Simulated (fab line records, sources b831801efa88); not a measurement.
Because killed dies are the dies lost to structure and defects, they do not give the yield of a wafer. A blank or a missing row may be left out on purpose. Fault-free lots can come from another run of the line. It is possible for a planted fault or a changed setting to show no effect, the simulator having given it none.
Which tool was responsible? || flow sky130 || 10 lots (30 wafers sampled), 1 step of a 708-step route

WHAT THE GAUGES SHOWED, per wafer
SKY_METAL4_CD_MEAS_13: the cd target is 300 nm. Usual: cd_nm 300.1 nm, standard deviation 1.2.
{"lot": "L723", "measured": "day 44 01:03", "on": "cd_sem-02", "cd_nm (nm)": "300.5 301.0 300.2", "flag": ""}
{"lot": "L724", "measured": "day 44 03:56", "on": "cd_sem-01", "cd_nm (nm)": "301.4 301.7 301.0", "flag": ""}
{"lot": "L725", "measured": "day 44 08:08", "on": "cd_sem-02", "cd_nm (nm)": "300.1 299.9 300.2", "flag": ""}
{"lot": "L735", "measured": "day 46 12:01", "on": "cd_sem-01", "cd_nm (nm)": "301.0 301.0 302.0", "flag": ""}
{"lot": "L733", "measured": "day 46 14:05", "on": "cd_sem-01", "cd_nm (nm)": "300.5 299.3 299.2", "flag": ""}
{"lot": "L737", "measured": "day 46 21:08", "on": "cd_sem-02", "cd_nm (nm)": "300.5 299.6 299.2", "flag": ""}
{"lot": "L738", "measured": "day 47 02:16", "on": "cd_sem-01", "cd_nm (nm)": "302.0 301.7 299.7", "flag": ""}
{"lot": "L739", "measured": "day 47 03:59", "on": "cd_sem-02", "cd_nm (nm)": "299.2 300.6 298.9", "flag": ""}
{"lot": "L741", "measured": "day 47 15:22", "on": "cd_sem-01", "cd_nm (nm)": "302.5 301.5 302.6", "flag": ""}
{"lot": "L740", "measured": "day 47 16:39", "on": "cd_sem-02", "cd_nm (nm)": "298.8 299.0 299.7", "flag": ""}

TOOL THAT RAN EACH LOT (tool first, then ch and the chambers of the sampled wafers, then the start)
No process step before these readings appears in the record.

WHAT THE TOOLS THEMSELVES READ (means of the sampled wafers that have a number; where no wafer has one, the mark that the record gives instead)
The record holds no such reading with a usual standard deviation.

THE ANSWER, worked out from the rows above alone
Rule: a lot is off if the mean of its wafers that have a number lies more than 3 standard deviations from the usual mean. A lot without any number at a reading at which 4 lots or more have one is off too. Where the step has rows for the other lots, those lots are counted as sound. First the gauges in route order, then the tools' own readings, where a lot's mean is used as printed above. At the first step where some lot is off, the reading lying furthest off is the one used; lots without a number count as furthest.
None of the lots is off at any reading shown; this tells nothing.

WHAT THE SIMULATOR HAD PUT IN
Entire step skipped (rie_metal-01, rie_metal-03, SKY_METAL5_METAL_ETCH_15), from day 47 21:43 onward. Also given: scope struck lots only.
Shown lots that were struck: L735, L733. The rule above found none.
